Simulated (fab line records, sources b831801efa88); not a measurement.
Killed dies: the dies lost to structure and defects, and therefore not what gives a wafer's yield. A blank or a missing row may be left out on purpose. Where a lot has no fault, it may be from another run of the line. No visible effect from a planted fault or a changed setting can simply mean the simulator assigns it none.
The tool behind it: which one? ; flow sfq-line ; 18 wafers from 6 lots sampled at 3 of the route's 325 steps

## WHAT EACH GAUGE READ, for each wafer
SFQ_M1_RS_MEAS_909: measures by four-point-probe.
lot;measured;on;M1_NB_RS (ohm/sq)
L870;day 12 10:41;film-metro-04;0.890 0.906 0.905
L873;day 13 04:40;film-metro-01;0.869 0.885 0.872
L877;day 14 16:15;film-metro-04;0.883 0.900 0.894
L879;day 15 20:34;film-metro-02;0.888 0.887 0.886
L887;day 17 15:47;film-metro-04;0.636 0.885 0.884
L891;day 17 20:35;film-metro-04;0.879 0.885 0.878

## WHAT TOOL EACH LOT RAN ON (gives the tool, then ch and the chambers of the sampled wafers, and finally the start)
lot;SFQ_TRILAYER_M0_BARC_OPEN_METAL_ETCH_031;SFQ_TRILAYER_M1_DEP_SPUTTER_037
L870;rie-metal-02 ch 0,1, day 7 19:08;pvd-sputter-06, day 12 10:35
L873;rie-metal-04 ch 0,1, day 8 13:16;pvd-sputter-06, day 13 04:34
L877;rie-metal-01 ch 1, day 9 20:28;pvd-sputter-06, day 14 16:10
L879;rie-metal-04 ch 0,1, day 10 15:40;pvd-sputter-06, day 15 20:28
L887;rie-metal-02 ch 1, day 13 20:40;pvd-sputter-06, day 17 15:40
L891;rie-metal-02 ch 0,1, day 14 07:59;pvd-sputter-05, day 17 20:28
- SFQ_TRILAYER_M0_BARC_OPEN_METAL_ETCH_031: etches BARC in O2, target depth 125 nm, time 41.7 s.
- SFQ_TRILAYER_M1_DEP_SPUTTER_037: material Nb, target thk 200 nm, time 133.3 s.

## THE ANSWER, worked out from the rows above alone
Rule: what is usual is taken from the lots themselves. The widest of any qualifying gaps counts: lots, ordered by their means at a reading, are off when they make up no more than a third of the lots, leave a main group of 4 or more, and stand apart from it by 3 or more times the standard deviation of that group's means. A main group is skipped when, at the precision printed for the reading in the tables above, its means are all equal. Also off: a lot with no number at a reading for which 4 or more lots have one. Where the step has rows for the other lots, those lots are counted as sound.
Off: L887, seen at SFQ_M1_RS_MEAS_909 (M1_NB_RS). For the main group the mean is 0.887 ohm/sq and the standard deviation 0.0087.
A tool fits if, at a process step before that reading, it ran every lot that is off, and no sound lot after the first of them. The gauges at SFQ_M1_RS_MEAS_909 are tried like those tools. One candidate fits, namely pvd-sputter-06 at SFQ_TRILAYER_M1_DEP_SPUTTER_037. A fault onset in the window from L879 (day 15 20:28, its last sound lot) to L887 (day 17 15:40, its first lot off) fits.

## WHAT HAD BEEN PUT IN BY THE SIMULATOR
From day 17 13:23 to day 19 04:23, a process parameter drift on pvd-sputter-06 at SFQ_TRILAYER_M1_DEP_SPUTTER_037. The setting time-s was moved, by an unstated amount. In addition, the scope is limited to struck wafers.
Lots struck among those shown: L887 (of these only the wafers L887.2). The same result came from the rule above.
